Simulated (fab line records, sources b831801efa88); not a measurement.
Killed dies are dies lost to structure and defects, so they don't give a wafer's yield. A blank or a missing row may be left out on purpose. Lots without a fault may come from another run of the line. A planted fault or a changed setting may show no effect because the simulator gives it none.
Problem report in the 8D (eight disciplines) form, filled by code | flow gf180mcu | the parts of the form that need people (team, actions taken, sign-off) are left out

1. THE PROBLEM
MVPSD_RS at GF_VT_IMPLANT_RS_MEAS_49 reads a mean of 1142 ohm/sq on 3 wafers of 1 lot; wafers without a fault read 1168 ohm/sq with a standard deviation of 3.3. That is -7.9 standard deviations from the usual mean.
The step: measures by four-point-probe.
First seen on wafer L236.3, day 10 05:09, on film_metro-03. The record holds 39 wafers of 13 lots with a number at this step. Rule for "out", or "out of limits": more than 4 standard deviations from the usual mean. The other wafers with a number count as sound.

2. WHAT IT IS AND WHAT IT IS NOT
question                    | is                     | is not
which readings at this step | MVPSD_RS               | -
which lots                  | L236                   | L228, L229, L230, L231, L232, L233, L234, L242, L246, L247, L248, L249
which wafers of those lots  | all that have a number | -
read on which gauges        | film_metro-03          | film_metro-01, film_metro-04
when                        | from day 10 05:09      | up to then (21 sound wafers); but 15 sound wafers of L242, L246, L247, L248, L249 came after

3. SUSPECTS, AND WHAT RULES EACH OUT
Counting: a tool at a process step up to the reading stays a suspect if it ran every lot that is out and no sound lot after the first of them.
- the gauge at GF_VT_IMPLANT_RS_MEAS_49: ruled out. All the wafers that are out were read on film_metro-03, but those of them that GF_MVPSD_IMPLANT_08 has rows for are out there too, on other tools.
- implanter-01 at GF_MVPSD_IMPLANT_08: kept. It ran the lot that is out, L236 (day 7 08:41), and no sound lot after that; its last sound lot up to then is L234 (day 6 23:41). Its own readings are out on those wafers: dose_ions_cm2.
Left after counting: implanter-01 at GF_MVPSD_IMPLANT_08.

4. THE CAUSE (what the simulator had put in)
Process parameter drift: implanter-01, from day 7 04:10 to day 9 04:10, at GF_MVPSD_IMPLANT_08. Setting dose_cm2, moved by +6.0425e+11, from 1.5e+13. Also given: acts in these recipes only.
Counting left only this tool.

5. THE CHAIN OF EFFECTS, in route order
Each row: a reading whose mean over the struck wafers that have a number lies more than 3 standard deviations from the usual. Only readings for which the record gives a usual standard deviation are gone through. hours: the time from each lot's start at the first step in this table that gives one to its start at this step, as a median over the lots. sigmas: the change in usual standard deviations.
hours | step                     | reading       | usual       | on struck wafers | change      | sigmas
0     | GF_MVPSD_IMPLANT_08      | dose_ions_cm2 | 1.5001e+13  | 1.5590e+13       | +5.8933e+11 | +35
68    | GF_VT_IMPLANT_RS_MEAS_49 | MVPSD_RS      | 1168 ohm/sq | 1142             | -26         | -7.9
The process steps in it:
- GF_MVPSD_IMPLANT_08

6. WHAT WOULD HAVE CAUGHT IT SOONER
In this record the first reading out of limits at a measuring or inspecting step was taken at day 10 05:09, 73 hours after the fault began at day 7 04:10.
The tool's own readings at GF_MVPSD_IMPLANT_08 were out on every struck wafer that the step has a row for (dose_ions_cm2): an alarm limit on them would have fired on the first of those.
All the lots that are out (1) had begun GF_MVPSD_IMPLANT_08 on implanter-01 by day 10 05:09. A hold on the tool at that time would have spared none of them.
